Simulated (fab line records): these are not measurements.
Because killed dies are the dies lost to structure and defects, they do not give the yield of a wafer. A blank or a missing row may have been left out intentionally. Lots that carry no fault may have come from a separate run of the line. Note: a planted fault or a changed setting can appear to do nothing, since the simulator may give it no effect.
Which tool did it? + flow sky130 + 36 wafers from 12 lots sampled at 2 of the route's 708 steps

WHAT EACH GAUGE READ, for each wafer
SKY_VIA3_CD_MEAS_12 targets a cd of 200 nm. Usual: cd nm 200.2 nm, standard deviation 1.4.
| lot  | measured     | on        | cd nm (nm)        | flag |
|------|--------------|-----------|-------------------|------|
| L197 | day 39 15:17 | cd sem-01 | 198.1 197.9 198.7 |      |
| L199 | day 40 01:13 | cd sem-01 | 199.6 199.1 202.3 |      |
| L198 | day 40 03:59 | cd sem-02 | 200.7 201.7 202.1 |      |
| L200 | day 40 11:38 | cd sem-02 | 199.9 201.1 201.1 |      |
| L201 | day 40 21:52 | cd sem-01 | 201.6 200.6 201.9 |      |
| L204 | day 42 08:26 | cd sem-01 | 199.7 200.7 202.0 |      |
| L207 | day 43 07:17 | cd sem-02 | 200.1 201.3 200.1 |      |
| L216 | day 45 04:46 | cd sem-01 | 199.3 199.1 200.3 |      |
| L215 | day 45 08:15 | cd sem-02 | 202.8 199.8 199.3 |      |
| L218 | day 45 15:35 | cd sem-02 | 200.2 201.4 201.1 |      |
| L219 | day 45 21:05 | cd sem-01 | 200.3 199.1 199.7 |      |
| L220 | day 45 23:00 | cd sem-02 | 201.3 201.5 200.3 |      |

SKY_VIA3_OVL_MEAS_13. Usual: VIA3_OVL gives -2 nm (standard deviation 5.7).
| lot  | measured     | on         | VIA3_OVL (nm) | flag |
|------|--------------|------------|---------------|------|
| L197 | day 39 15:23 | overlay-02 | 3 -2 -5       |      |
| L199 | day 40 01:19 | overlay-02 | 1 0 -3        |      |
| L198 | day 40 04:05 | overlay-02 | -6 -5 -7      |      |
| L200 | day 40 11:44 | overlay-02 | -6 6 2        |      |
| L201 | day 40 21:58 | overlay-01 | -5 -1 -2      |      |
| L204 | day 42 08:34 | overlay-01 | 4 1 0         |      |
| L207 | day 43 07:23 | overlay-02 | -7 -2 -6      |      |
| L216 | day 45 04:53 | overlay-02 | -3 -6 -3      |      |
| L215 | day 45 08:20 | overlay-02 | -5 9 -1       |      |
| L218 | day 45 15:41 | overlay-01 | -10 0 -2      |      |
| L219 | day 45 21:11 | overlay-02 | 9 -5 9        |      |
| L220 | day 45 23:07 | overlay-01 | 0 -1 2        |      |

EACH LOT AND THE TOOL THAT RAN IT (in order: tool; ch and the chambers of the sampled wafers; start)
Record: no process step prior to these readings.

WHAT THE TOOLS THEMSELVES READ (means of the sampled wafers that have a number; where no wafer has one, the mark that the record gives instead)
The record holds no such reading with a usual standard deviation.

THE ANSWER, worked out from the rows above alone
Rule: take the mean of a lot's wafers that have a number; if it is more than 3 standard deviations from the usual mean, the lot is off. Also off: a lot with no number at a reading for which 4 or more lots have one. All remaining lots with rows at the step are treated as sound. Order of review: gauges by route order, followed by the tools' own readings, for which a lot's mean as printed above is used. The first step at which some lot is off is used, and at that step the reading that is off furthest; a lot without a number counts as furthest.
No lot is off on any of the readings shown, so nothing can be concluded from this.

WHAT WAS PUT IN BY THE SIMULATOR
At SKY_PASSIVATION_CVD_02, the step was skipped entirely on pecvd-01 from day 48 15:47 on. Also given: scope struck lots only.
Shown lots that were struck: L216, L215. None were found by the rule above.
